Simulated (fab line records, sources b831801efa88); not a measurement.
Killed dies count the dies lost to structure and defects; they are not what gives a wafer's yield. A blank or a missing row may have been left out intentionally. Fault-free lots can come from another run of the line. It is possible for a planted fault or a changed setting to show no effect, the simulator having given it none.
Matching of chambers -- flow gf180mcu -- 3 sister chambers for GF_CONTACT_CVD_02 on pecvd-02
The step deposits SiO2 from TEOS, target thk 860 nm, time 95.992 s. 22 wafers are shown with their chamber, then 11 later ones without.

EACH WAFER AND ITS CHAMBER
wafer,chamber,heater-power-w (W),heater-power-outer-w (W)
L076.1,2,643,337
L076.3,0,585,315
L076.6,2,663,360
L080.1,1,854,492
L080.3,2,687,352
L080.6,1,673,368
L082.1,0,558,307
L082.2,1,672,363
L082.3,2,645,335
L082.4,2,664,358
L082.5,0,573,322
L082.6,1,745,403
L087.1,1,817,450
L087.2,2,587,283
L087.3,0,581,336
L087.4,2,624,318
L087.5,0,464,237
L087.6,1,838,480
L089.1,2,638,336
L089.2,0,463,243
L089.3,1,736,419
L089.4,2,663,361

SIGNATURES (means of the wafers above)
reading,chamber 0,chamber 1,chamber 2,scatter within a chamber
heater-power-w,537.33,762.14,646.00,55.1
heater-power-outer-w,293.33,425.00,337.78,39.6
Rule: distance of a wafer from a chamber = root of the sum over the readings of ((wafer's reading minus chamber's mean) / reading's scatter) squared. The wafer belongs to the nearest chamber; if the next one is less than 2 further off, it can't be placed. How the scatter is found: for the shown wafers, subtract from each reading the mean of its chamber, square and add these, divide the total by (wafers less chambers), then take the root.

WAFERS WITHOUT THEIR CHAMBER
wafer,heater-power-w (W),heater-power-outer-w (W)
L089.5,800,453
L089.6,526,284
L094.2,600,317
L094.4,788,447
L094.6,661,356
L095.4,618,306
L095.5,784,450
L095.6,451,230
L097.2,627,333
L097.3,537,306
L097.6,662,349

CHAMBER TAKEN BY EACH
wafer,from the rows above,in truth
L089.5,1,1
L089.6,0,0
L094.2,can't be placed: 2 or 0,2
L094.4,1,1
L094.6,can't be placed: 2 or 1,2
L095.4,can't be placed: 2 or 0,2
L095.5,1,1
L095.6,0,0
L097.2,can't be placed: 2 or 0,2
L097.3,can't be placed: 0 or 2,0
L097.6,2,2
Correct placement for 6 of the 11. These rows do not allow placing 5 (true chamber among the candidates in 5). Wrongly placed: 0.
